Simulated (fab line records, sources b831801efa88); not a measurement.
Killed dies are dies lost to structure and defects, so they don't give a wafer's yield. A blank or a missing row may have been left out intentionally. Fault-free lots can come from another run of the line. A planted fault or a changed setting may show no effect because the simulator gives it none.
A lot that was struck, set against a sound lot || flow sky130 || 16 out of 708 route steps
Sound: these wafers, L142.1, L142.2, L142.3. Struck: wafer L151.2. (L151.6 of the same lot was not struck and is left out.) The cause comes at the end.
Order at every step that has rows: each side's tool, ch and its chambers, its first start. Under that, the readings that differ: sound wafers || struck wafers || difference of the means || sigmas: that difference in standard deviations of wafers without a fault.
alike: readings with means less than 2 such deviations apart, plus words and numbers identical on both sides. not compared: withheld readings, readings lacking a value on some wafer, bounds such as >300 that could conceal the same value, and numbers that have no deviation in the record and whose values overlap.
A row with sigmas, a row that says differs or no value, or rows on one side alone: a step with any of these is where the two part. Numbers that don't overlap but have no deviation are shown without sigmas and don't part them. A reading missing from all wafers of one side parts the sides only when that side holds two or more wafers.

SKY_NWELL_RS_MEAS_29: a four-point-probe measurement.
  struck on film_metro-02, day 7 19:14; sound on film_metro-02, day 5 10:27
  alike: NWELL_RS
SKY_NWELL_RS_MEAS_31: a four-point-probe measurement.
  struck on film_metro-02, day 7 19:29; sound on film_metro-02, day 5 10:41
  alike: PWDE_RS
then, 7 steps without rows for these wafers: SKY_VT_ADJUST_HVTP_DEHYDRATE_00 (time 60 s); SKY_VT_ADJUST_HVTP_HMDS_01 (prime time 60 s); SKY_VT_ADJUST_HVTP_COAT_02 (resist thk 1140 nm); SKY_VT_ADJUST_HVTP_SOFTBAKE_03 (time 60 s); SKY_VT_ADJUST_HVTP_EXPOSE_04 (exposes mask HVTPM, target cd 380 nm); SKY_VT_ADJUST_HVTP_PEB_05; SKY_VT_ADJUST_HVTP_DEVELOP_06 (develop time 60 s).
SKY_VT_ADJUST_HVTP_CD_MEAS_07: the cd target is 380 nm.
  struck on cd_sem-02, day 8 15:32; sound on cd_sem-01, day 6 05:35
  alike: cd_nm
SKY_VT_ADJUST_HVTP_OVL_MEAS_08:
  struck on overlay-02, day 8 15:38; sound on overlay-02, day 6 05:42
  alike: VT_ADJUST_HVTP_OVL
SKY_VT_ADJUST_HVTP_IMPLANT_09:
  sound on implanter-02 ch 0, day 6 05:44; struck on implanter-03 ch 0, day 8 15:42
SKY_VT_ADJUST_HVTP_STRIP_10: strips in O2/N2.
  sound on plasma_asher-04 ch 0,1, day 6 05:53; struck on plasma_asher-04 ch 1, day 8 15:49
  alike: drypump_motor_current_A, oes_product_au, strip_time_to_endpoint_s
  not compared: rf_hours_counter_h
SKY_VT_ADJUST_HVTP_TW_MEAS_11:
  struck on film_metro-04, day 8 15:56; sound on film_metro-01, day 6 05:59
{"reading": "VT_ADJUST_HVTP_TW", "sound": "1381 1376 1376", "struck": 1277, "difference": -101, "sigmas": -8}
then, 1 step without rows for these wafers: SKY_VT_ADJUST_LVTN_DEHYDRATE_00 (time 60 s).
-- here the record skips 40 days between the struck wafers' starts before and after, leaving off in module VT_ADJUST_LVTN and picking up in module PAD_OPEN (first step shown: number 708 of the route) --
SKY_PAD_OPEN_PROBE_99:
  struck on prober-01, day 48 11:28; sound on prober-02, day 45 21:56
{"reading": "killed_at_M0_to_M3", "sound": "55 53 52", "struck": 30, "difference": -23, "sigmas": -3}
{"reading": "model.etest.tip_p.rs_ohm_sq", "sound": "6679 6707 6710", "struck": 6175, "difference": -524, "sigmas": ""}
{"reading": "model.etest.tip_p.rs_ohm_sq_range", "sound": "121.7 141.2 149.5", "struck": 895.9, "difference": "+758.4", "sigmas": ""}
{"reading": "model.etest.tip_p.rs_ohm_sq_rim_less_centre", "sound": "13.59 19.4 36.23", "struck": 309.9, "difference": "+286.8", "sigmas": ""}
{"reading": "model.etest.pfet_01v8.r_on_ohm_um", "sound": "2776 2793 2800", "struck": 2658, "difference": -132, "sigmas": ""}
{"reading": "model.etest.pfet_01v8.drive_ua_um", "sound": "204 202.8 200.9", "struck": 225.1, "difference": "+22.5", "sigmas": ""}
{"reading": "model.etest.pfet_01v8_mvt.drive_ua_um", "sound": "160.1 161.2 159.8", "struck": 183.6, "difference": "+23.2", "sigmas": ""}
{"reading": "model.etest.pfet_01v8.drive_ua_um_range", "sound": "2.917 4.838 4.509", "struck": 42.65, "difference": "+38.56", "sigmas": ""}
{"reading": "model.etest.pfet_01v8_hvt.drive_ua_um", "sound": "154.1 151.4 152.8", "struck": 163.9, "difference": "+11.1", "sigmas": ""}
  alike: killed_at_M4_up, killed_at_contacts, killed_at_front_end, killed_at_other, killed_dies, killed_open, killed_short

== WHERE THEY PART ==
Earliest at SKY_VT_ADJUST_HVTP_TW_MEAS_11; latest, in this record, at SKY_PAD_OPEN_PROBE_99.

WHY: the cause the simulator had injected
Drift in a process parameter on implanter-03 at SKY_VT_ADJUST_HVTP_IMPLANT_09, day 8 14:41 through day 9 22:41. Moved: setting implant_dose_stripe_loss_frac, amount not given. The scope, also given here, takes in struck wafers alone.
